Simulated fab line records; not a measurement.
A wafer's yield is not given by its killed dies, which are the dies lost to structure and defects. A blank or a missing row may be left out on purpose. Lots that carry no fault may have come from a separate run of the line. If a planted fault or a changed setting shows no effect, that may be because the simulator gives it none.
Which tool did it?	flow sfq line	15 lots with 45 wafers sampled at 7 steps, on a route of 325 steps

== WHAT THE GAUGES READ, wafer by wafer ==
SFQ_I6_BOW_MEAS_941. Usual: I6_BOW typically reads 10 um, with standard deviation 12.
lot	measured	on	I6_BOW (um)	flag
L914	day 65 17:46	film metro-01	-4 7 2	
L915	day 65 20:46	film metro-01	21 21 18	
L916	day 65 23:47	film metro-01	17 19 27	
L917	day 66 02:46	film metro-02	4 4 1	
L918	day 66 11:49	film metro-01	10 3 4	
L920	day 66 15:07	film metro-01	15 10 11	
L923	day 68 10:30	film metro-02	3 -1 3	
L926	day 69 02:51	film metro-01	0 0 0	
L927	day 69 08:51	film metro-01	18 7 6	
L928	day 69 10:48	film metro-02	0 -6 -13	
L929	day 69 12:01	film metro-01	10 -12 10	
L930	day 69 19:18	film metro-01	14 21 10	
L931	day 69 21:44	film metro-01	28 25 23	
L932	day 70 01:19	film metro-02	-6 -2 7	
L935	day 70 21:06	film metro-02	14 10 4	

SFQ_I7_BOW_MEAS_946. Usual: I7_BOW typically reads 11 um, with standard deviation 12.
lot	measured	on	I7_BOW (um)	flag
L914	day 67 09:07	film metro-01	-5 6 2	
L915	day 67 16:26	film metro-01	20 19 16	
L916	day 67 19:28	film metro-01	19 22 29	
L917	day 67 22:26	film metro-03	8 8 3	
L918	day 68 04:30	film metro-01	8 0 2	
L920	day 68 10:07	film metro-03	17 13 13	
L923	day 69 13:52	film metro-03	4 -1 4	
L926	day 70 00:06	film metro-01	3 4 2	
L927	day 70 04:18	film metro-01	24 13 12	
L928	day 70 06:06	film metro-03	-5 -10 -17	
L929	day 70 08:31	film metro-03	15 -10 14	
L930	day 70 12:06	film metro-03	14 20 9	
L931	day 70 17:40	film metro-03	29 25 25	
L932	day 70 20:37	film metro-01	-9 -4 5	
L935	day 71 13:35	film metro-03	17 14 6	

== WHICH TOOL RAN EACH LOT (tool, then ch and the chambers of the sampled wafers, then the start) ==
lot	SFQ_TRILAYER_M4_BARC_OPEN_METAL_ETCH_123	SFQ_TRILAYER_M4_ETCH_METAL_ETCH_096	SFQ_TRILAYER_I4_VIA_LITHO_EXPOSE_104	SFQ_TRILAYER_I4_VIA_ETCH_VIA_ETCH_106	SFQ_TRILAYER_JJ_CE_METRO_MEASURE_117
L914	rie metal-03 ch 0,1, day 34 22:11	rie metal-03 ch 0,1, day 34 22:15	krf scanner-01 ch 0, day 40 16:49	rie diel-03 ch 1,2,3, day 40 18:24	cd sem-02, day 41 13:43
L915	rie metal-02 ch 0,1, day 35 05:23	rie metal-02 ch 0,1, day 35 05:27	krf scanner-01 ch 0, day 41 04:49	rie diel-03 ch 0,3, day 41 06:24	cd sem-01, day 41 19:43
L916	rie metal-03 ch 0,1, day 35 15:46	rie metal-03 ch 0,1, day 35 15:50	krf scanner-01 ch 0, day 41 20:12	rie diel-03 ch 0,1,3, day 41 21:34	cd sem-02, day 42 02:38
L917	rie metal-02 ch 0,1, day 36 05:34	rie metal-02 ch 0,1, day 36 05:38	krf scanner-01 ch 0, day 42 12:48	rie diel-02 ch 0,2, day 42 14:22	cd sem-02, day 46 15:40
L918	rie metal-03 ch 0,1, day 36 16:41	rie metal-03 ch 0,1, day 36 16:47	krf scanner-02 ch 0, day 43 06:10	rie diel-01 ch 0,1,3, day 43 07:12	cd sem-01, day 47 21:19
L920	rie metal-04 ch 0,1, day 37 04:46	rie metal-04 ch 0,1, day 37 04:50	krf scanner-02 ch 0, day 43 17:34	rie diel-02 ch 0,2,3, day 43 19:08	cd sem-01, day 48 18:34
L923	rie metal-02 ch 1, day 38 01:08	rie metal-02 ch 1, day 38 01:19	krf scanner-02 ch 0, day 44 14:34	rie diel-02 ch 2,3, day 44 15:32	cd sem-02, day 49 22:18
L926	rie metal-04 ch 0,1, day 38 10:40	rie metal-04 ch 0,1, day 38 10:44	krf scanner-02 ch 0, day 45 04:22	rie diel-03 ch 1,2,3, day 45 05:56	cd sem-01, day 50 19:25
L927	rie metal-03 ch 0,1, day 38 15:28	rie metal-03 ch 0,1, day 38 15:32	krf scanner-02 ch 0, day 45 06:46	rie diel-01 ch 1,3, day 45 08:20	cd sem-02, day 51 00:13
L928	rie metal-04 ch 0,1, day 39 02:16	rie metal-04 ch 0,1, day 39 02:20	krf scanner-02, day 45 22:22	rie diel-02 ch 0,1,3, day 45 23:56	cd sem-01, day 51 20:37
L929	rie metal-03 ch 0,1, day 39 05:52	rie metal-03 ch 0,1, day 39 05:56	krf scanner-02, day 46 04:34	rie diel-02 ch 0,2, day 46 05:56	cd sem-02, day 52 04:01
L930	rie metal-03 ch 0,1, day 39 11:40	rie metal-03 ch 0,1, day 39 11:44	krf scanner-01, day 46 10:31	rie diel-01 ch 1,2, day 46 12:06	cd sem-01, day 52 14:37
L931	rie metal-03 ch 0,1, day 39 17:41	rie metal-03 ch 0,1, day 39 17:47	krf scanner-01 ch 0, day 46 22:55	rie diel-03 ch 0,3, day 47 00:06	cd sem-02, day 53 07:49
L932	rie metal-04 ch 0,1, day 39 21:16	rie metal-04 ch 0,1, day 39 21:20	krf scanner-02 ch 0, day 47 08:15	rie diel-03 ch 1,2,3, day 47 09:49	cd sem-01, day 53 20:45
L935	rie metal-02 ch 0,1, day 40 18:58	rie metal-02 ch 0,1, day 40 19:02	krf scanner-01 ch 0, day 48 23:01	rie diel-02 ch 0,1, day 49 00:36	cd sem-02, day 55 11:31
- SFQ_TRILAYER_M4_BARC_OPEN_METAL_ETCH_123: etches BARC in O2, target depth 125 nm, time 41.7 s.
- SFQ_TRILAYER_M4_ETCH_METAL_ETCH_096: etches Nb in Cl2/Ar, stops on SiO2, target depth 240 nm, time 120 s.
- SFQ_TRILAYER_I4_VIA_LITHO_EXPOSE_104: exposes mask I4, target cd 700 nm.
- SFQ_TRILAYER_I4_VIA_ETCH_VIA_ETCH_106: etches SiO2 in CHF3, stops on Nb, target depth 260 nm.
- SFQ_TRILAYER_JJ_CE_METRO_MEASURE_117

== AS READ BY THE TOOLS THEMSELVES (means over the sampled wafers that have a number; for cases with no such wafer, the mark the record gives instead) ==
SFQ_TRILAYER_M4_BARC_OPEN_METAL_ETCH_123. Usual: bias w 80.01 W, standard deviation 0.23; chamber pressure mTorr 10.000 mTorr, standard deviation 0.0088; drypump motor current A 5.5 A, standard deviation 0.37; oes product au 0.685 a.u., standard deviation 0.0046.
lot	tool	bias w (W)	chamber pressure mTorr (mTorr)	drypump motor current A (A)	oes product au (a.u.)	flag
L914	rie metal-03	80.00	9.996	5.4	0.690	
L915	rie metal-02	80.02	10.001	5.8	0.684	
L916	rie metal-03	79.84	9.996	5.4	0.679	
L917	rie metal-02	80.02	10.003	5.8	0.683	
L918	rie metal-03	80.17	10.004	5.4	0.683	
L920	rie metal-04	79.93	9.998	5.0	0.682	
L923	rie metal-02	79.90	10.009	5.9	0.688	
L926	rie metal-04	79.92	10.008	5.0	0.682	
L927	rie metal-03	80.21	9.991	5.4	0.686	
L928	rie metal-04	-	-	-	-	OFF
L929	rie metal-03	-	-	-	-	OFF
L930	rie metal-03	-	-	-	-	OFF
L931	rie metal-03	80.01	10.003	5.3	0.679	
L932	rie metal-04	79.79	9.997	5.0	0.683	
L935	rie metal-02	80.01	9.990	5.9	0.687	

SFQ_TRILAYER_M4_ETCH_METAL_ETCH_096. Usual: bias w 80.00 W, standard deviation 0.23; chamber pressure mTorr 9.999 mTorr, standard deviation 0.0085; drypump motor current A 5.5 A, standard deviation 0.37; oes product au 0.897 a.u., standard deviation 0.0084.
lot	tool	bias w (W)	chamber pressure mTorr (mTorr)	drypump motor current A (A)	oes product au (a.u.)	flag
L914	rie metal-03	80.15	10.007	5.4	0.891	
L915	rie metal-02	79.85	9.999	5.8	0.890	
L916	rie metal-03	79.89	10.009	5.4	0.904	
L917	rie metal-02	80.04	9.995	5.8	0.895	
L918	rie metal-03	79.81	9.992	5.4	0.884	
L920	rie metal-04	79.83	9.988	4.9	0.897	
L923	rie metal-02	79.77	10.001	5.9	0.897	
L926	rie metal-04	80.05	10.008	5.0	0.901	
L927	rie metal-03	80.09	10.008	5.4	0.889	
L928	rie metal-04	80.14	10.002	5.0	0.373	OFF
L929	rie metal-03	79.99	10.000	5.4	0.374	OFF
L930	rie metal-03	80.05	9.998	5.3	0.375	OFF
L931	rie metal-03	79.69	10.002	5.3	0.887	
L932	rie metal-04	79.99	9.996	5.0	0.907	
L935	rie metal-02	80.04	10.010	5.9	0.892	

SFQ_TRILAYER_I4_VIA_LITHO_EXPOSE_104. Usual: exposure dose mJ cm2 21.299, standard deviation 0.018; focus offset nm 0.0 nm, standard deviation 0.52.
lot	tool	exposure dose mJ cm2	focus offset nm (nm)	flag
L914	krf scanner-01	21.306	-0.3	
L915	krf scanner-01	21.276	-0.1	
L916	krf scanner-01	21.299	0.1	
L917	krf scanner-01	21.287	-1.2	
L918	krf scanner-02	21.274	-0.2	
L920	krf scanner-02	21.284	0.7	
L923	krf scanner-02	21.316	0.6	
L926	krf scanner-02	21.283	-0.5	
L927	krf scanner-02	21.288	-0.4	
L928	krf scanner-02	-	-	OFF
L929	krf scanner-02	-	-	OFF
L930	krf scanner-01	-	-	OFF
L931	krf scanner-01	21.302	0.1	
L932	krf scanner-02	21.319	0.2	
L935	krf scanner-01	21.318	-0.4	

SFQ_TRILAYER_I4_VIA_ETCH_VIA_ETCH_106. Usual: bias w 79.97 W, standard deviation 0.21; chamber pressure mTorr 30.003 mTorr, standard deviation 0.026; drypump motor current A 5.6 A, standard deviation 0.38; oes product au 0.854 a.u., standard deviation 0.0054.
lot	tool	bias w (W)	chamber pressure mTorr (mTorr)	drypump motor current A (A)	oes product au (a.u.)	flag
L914	rie diel-03	80.04	30.022	5.7	0.854	
L915	rie diel-03	80.09	30.002	5.5	0.854	
L916	rie diel-03	80.09	30.003	5.4	0.857	
L917	rie diel-02	79.94	30.013	5.9	0.858	
L918	rie diel-01	79.82	30.001	5.9	0.856	
L920	rie diel-02	79.77	30.002	5.9	0.857	
L923	rie diel-02	80.01	29.987	5.8	0.853	
L926	rie diel-03	79.89	30.006	5.6	0.854	
L927	rie diel-01	80.22	30.013	6.1	0.857	
L928	rie diel-02	79.81	30.008	5.8	0.380	OFF
L929	rie diel-02	80.06	30.017	6.0	0.375	OFF
L930	rie diel-01	79.84	30.024	5.8	0.377	OFF
L931	rie diel-03	79.77	30.032	5.5	0.857	
L932	rie diel-03	79.96	29.980	5.7	0.856	
L935	rie diel-02	80.04	29.993	5.9	0.853	

SFQ_TRILAYER_JJ_CE_METRO_MEASURE_117. Usual: cd nm at 700.3 nm, with a standard deviation of 1.4.
lot	tool	cd nm (nm)	flag
L914	cd sem-02	702.4	
L915	cd sem-01	700.5	
L916	cd sem-02	700.0	
L917	cd sem-02	699.2	
L918	cd sem-01	701.2	
L920	cd sem-01	701.2	
L923	cd sem-02	701.3	
L926	cd sem-01	699.0	
L927	cd sem-02	698.8	
L928	cd sem-01	-	OFF
L929	cd sem-02	-	OFF
L930	cd sem-01	-	OFF
L931	cd sem-02	700.4	
L932	cd sem-01	699.5	
L935	cd sem-02	696.9	

== THE ANSWER, worked out from the rows above alone ==
Rule: a lot is off if the mean of its wafers that have a number lies more than 3 standard deviations from the usual mean. A lot without any number at a reading at which 4 lots or more have one is off too. Where the step has rows for the other lots, those lots are counted as sound. After the gauges, taken in route order, come the tools' own readings; for these a lot's mean is taken, as printed above. The first step at which some lot is off is used, and at that step the reading that is off furthest; a lot without a number counts as furthest.
Off: L928, L929, L930, at SFQ_TRILAYER_M4_BARC_OPEN_METAL_ETCH_123 (bias w). Without a number there: L928, L929, L930.
A tool fits if, at that step or a process step before it, it ran every lot that is off, and no sound lot after the first of them. No candidate that was tried fits.

== WHAT THE SIMULATOR HAD PUT IN ==
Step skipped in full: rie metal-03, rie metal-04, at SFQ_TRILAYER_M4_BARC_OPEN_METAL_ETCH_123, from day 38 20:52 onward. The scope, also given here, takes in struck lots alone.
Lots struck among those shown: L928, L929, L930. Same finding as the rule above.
